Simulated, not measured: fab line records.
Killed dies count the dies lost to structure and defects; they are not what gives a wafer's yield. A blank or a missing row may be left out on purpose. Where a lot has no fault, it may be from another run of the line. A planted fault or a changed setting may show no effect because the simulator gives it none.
A lot that was struck, set against a sound lot + flow sky130 + 22 out of 708 route steps
Sound: the wafers L490.2, L490.4, L490.6. Wafers struck: L497.1, L497.5, L497.6. The cause is given at the end.
Order at every step that has rows: each side's tool, ch and its chambers, its first start. Under that, the readings that differ: sound wafers + struck wafers + difference of the means + sigmas: that difference in standard deviations of wafers without a fault.
alike: words and numbers the same on both sides, and readings whose means are apart by under 2 such deviations; not compared: readings that were withheld, readings missing a value for some wafer, numbers with overlapping values and no deviation given by the record, and bounds like >300 which may hide the same value.
A row with sigmas, a row that says differs or no value, or rows on one side alone: a step with any of these is where the two part. Non-overlapping numbers with no deviation appear without sigmas and do not part them. A reading that every wafer of one side lacks parts them only if that side has two wafers or more.

first, 1 step without rows for these wafers: SKY_LOCAL_INTERCONNECT_CLEAN_18 (cleans in O3/DIW).
SKY_CONTACT_CVD_00: deposits Si3N4, target thk 75 nm.
  sound on pecvd-03 ch 0,1, day 30 22:20; struck on pecvd-03 ch 1,2, day 33 03:16
  alike: heater power w
SKY_CONTACT_THK_MEAS_01:
  sound on film metro-04 at day 30 22:23; struck on film metro-04 at day 33 03:18
  alike: CONTACT_CVD_00_THK
then, 1 step without rows for these wafers: SKY_CONTACT_HDPCVD_02 (deposits SiO2, target thk 565 nm, time 94.2 s).
SKY_CONTACT_THK_MEAS_03:
  sound on film metro-03 at day 30 22:31; struck on film metro-03 at day 33 03:26
  alike: CONTACT_HDPCVD_THK
SKY_CONTACT_CMP_04: polishes SiO2.
  sound on cmp-02 ch 0,2, day 30 22:34; struck on cmp-01 ch 0,2,3, day 33 03:38
  alike: motor current A, time to endpoint s
SKY_CONTACT_BOW_MEAS_05:
  sound on film metro-01 at day 30 22:53; struck on film metro-01 at day 33 03:47
  alike: CONTACT_BOW
then, 4 steps without rows for these wafers: SKY_CONTACT_DEHYDRATE_06 (time 60 s); SKY_CONTACT_HMDS_07 (prime time 60 s); SKY_CONTACT_COAT_08 (resist thk 60 nm); SKY_CONTACT_COAT_09 (resist thk 450 nm).
SKY_CONTACT_SOFTBAKE_10: time 93.38 s.
  sound: litho track-01 ch 0; struck: litho track-04 ch 0
  alike: plate sensor t centre C, plate sensor t edge C, softbake temp c
SKY_CONTACT_EXPOSE_11: exposes mask CTM1, target cd 170 nm.
  sound on krf scanner-01 ch 0, day 31 13:11; struck on krf scanner-02 ch 0, day 33 17:42
| reading              | sound             | struck            | difference | sigmas      |
|----------------------|-------------------|-------------------|------------|-------------|
| exposure dose mJ cm2 | 37.95 37.99 38.03 | 34.01 33.98 33.99 | -4.00      | -99 or more |
  alike: mask
then, 2 steps without rows for these wafers: SKY_CONTACT_PEB_12; SKY_CONTACT_DEVELOP_13 (develop time 60 s).
SKY_CONTACT_CD_MEAS_14 targets a cd of 170 nm.
  sound on cd sem-02 at day 32 02:02; struck on cd sem-02 at day 34 06:51
| reading    | sound             | struck            | difference | sigmas |
|------------|-------------------|-------------------|------------|--------|
| cd nm (nm) | 170.0 170.0 171.4 | 150.9 149.8 149.8 | -20.3      | -16    |
  not compared: hold
SKY_CONTACT_OVL_MEAS_15:
  sound on overlay-02 at day 32 02:09; struck on overlay-02 at day 34 10:50
| reading | sound | struck                                                                     | difference                   | sigmas |
|---------|-------|----------------------------------------------------------------------------|------------------------------|--------|
| hold    | - - - | await dispo/3.9h/release await dispo/3.9h/release await dispo/3.9h/release | no value on the sound wafers |        |
  alike: CONTACT_OVL
SKY_CONTACT_ETCH_16: etches BARC in N2/H2, stops on SiO2, time 45.9 s, target depth 60 nm.
  sound on rie diel-01 ch 2,3, day 32 02:11; struck on rie diel-03 ch 0,1,3, day 34 10:52
| reading                  | sound             | struck            | difference | sigmas |
|--------------------------|-------------------|-------------------|------------|--------|
| model.CONTACT.cd nm (nm) | 170.1 169.7 171.2 | 149.8 149.3 149.9 | -20.7      |        |
  alike: drypump motor current A, oes product au, throttle valve pct
  not compared: rf hours counter h
SKY_CONTACT_ETCH_17: etches SiO2 in C4F8/O2/Ar, stops on Si3N4, target depth 340 nm.
  sound on rie diel-01 ch 2,3, day 32 02:13; struck on rie diel-03 ch 0,1,3, day 34 10:55
  alike: oes product au
SKY_CONTACT_ETCH_18: etches Si3N4 in CHF3/O2, stops on TiN, time 39 s, target depth 75 nm.
  sound: rie diel-01 ch 2,3; struck: rie diel-03 ch 0,1,3
| reading                  | sound             | struck            | difference | sigmas |
|--------------------------|-------------------|-------------------|------------|--------|
| model.CONTACT.cd nm (nm) | 170.3 169.9 171.3 | 150.2 149.3 149.5 | -20.8      |        |
  alike: drypump motor current A, oes product au, throttle valve pct
  not compared: rf hours counter h
SKY_CONTACT_STRIP_19: strips in O2/N2.
  sound on plasma asher-03 ch 0,1, day 32 02:19; struck on plasma asher-01 ch 0,1, day 34 11:09
| reading                     | sound       | struck      | difference | sigmas |
|-----------------------------|-------------|-------------|------------|--------|
| drypump motor current A (A) | 4.8 5.0 5.0 | 6.0 6.0 5.8 | +1.0       | +2     |
  alike: oes product au, strip time to endpoint s
  not compared: rf hours counter h
-- the record jumps here: 13 days lie between the struck wafers' starts before and after (it left off in module CONTACT and takes up again in module PAD_OPEN, whose first step shown is number 708 of the route) --
SKY_PAD_OPEN_PROBE_99:
  sound on prober-02 at day 46 04:02; struck on prober-01 at day 47 16:49
| reading                       | sound             | struck                                                                     | difference                   | sigmas |
|-------------------------------|-------------------|----------------------------------------------------------------------------|------------------------------|--------|
| hold                          | - - -             | await dispo/1.7h/release await dispo/1.7h/release await dispo/1.7h/release | no value on the sound wafers |        |
| killed_at_M0_to_M3            | 29 43 39          | 53 52 49                                                                   | +14                          | +2     |
| killed_at_M4_up               | 5 7 5             | 3 0 2                                                                      | -4                           | -2     |
| killed dies                   | 78 92 86          | 113 109 110                                                                | +25                          | +3     |
| model.etest.mcon chain.rc ohm | 16.87 16.63 15.99 | 18.23 19.05 19.95                                                          | +2.58                        |        |
  alike: killed at contacts, killed at front end, killed at other, killed open, killed short

== WHERE THEY PART ==
At SKY_CONTACT_EXPOSE_11 first; at SKY_PAD_OPEN_PROBE_99 last (within this record only).

WHY: what the simulator had put in
Process parameters drifting: krf scanner-02 at SKY_CONTACT_EXPOSE_11, beginning at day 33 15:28. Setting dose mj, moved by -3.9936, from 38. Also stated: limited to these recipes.
